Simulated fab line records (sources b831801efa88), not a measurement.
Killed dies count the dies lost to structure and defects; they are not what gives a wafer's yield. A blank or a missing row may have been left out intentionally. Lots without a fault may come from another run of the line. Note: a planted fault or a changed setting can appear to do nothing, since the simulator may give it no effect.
Chamber matching -- flow gf180mcu -- 4 sister chambers for GF_M5_ETCH_09 on rie_diel-01
The step etches Si3N4 in CF4/O2, target depth 52 nm, time 11.6 s. 4 wafers are shown with their chamber, then 7 later ones without.

EACH WAFER AND ITS CHAMBER
wafer,chamber,drypump_motor_current_A (A)
L084.1,3,5.1
L084.4,2,5.6
L088.1,0,6.0
L088.3,1,4.9

WAFERS WITHOUT THEIR CHAMBER
wafer,drypump_motor_current_A (A)
L088.5,6.0
L089.2,6.0
L089.5,5.1
L089.6,6.0
L091.1,4.9
L091.4,6.1
L091.5,4.9

WHICH CHAMBER EACH ONE RAN IN
wafer,from the rows above,in truth
L088.5,0,0
L089.2,0,0
L089.5,3,3
L089.6,0,0
L091.1,1,1
L091.4,0,0
L091.5,1,1
Correctly placed: 7 of 7. Not placeable from these rows: 0. 0 placed wrongly.
How it was worked out, from the rows above alone: a wafer's distance from a chamber is the root of the sum, over the readings, of the square of ((its reading less the chamber's mean) divided by the reading's scatter). If the next closest chamber is less than 2 further off than the closest, the wafer can't be placed; otherwise it belongs to the closest. For every chamber, the mean is computed from those of its wafers that are shown. The scatter: root of mean squared gap, hidden wafer to nearest shown wafer, with one shown wafer a chamber.
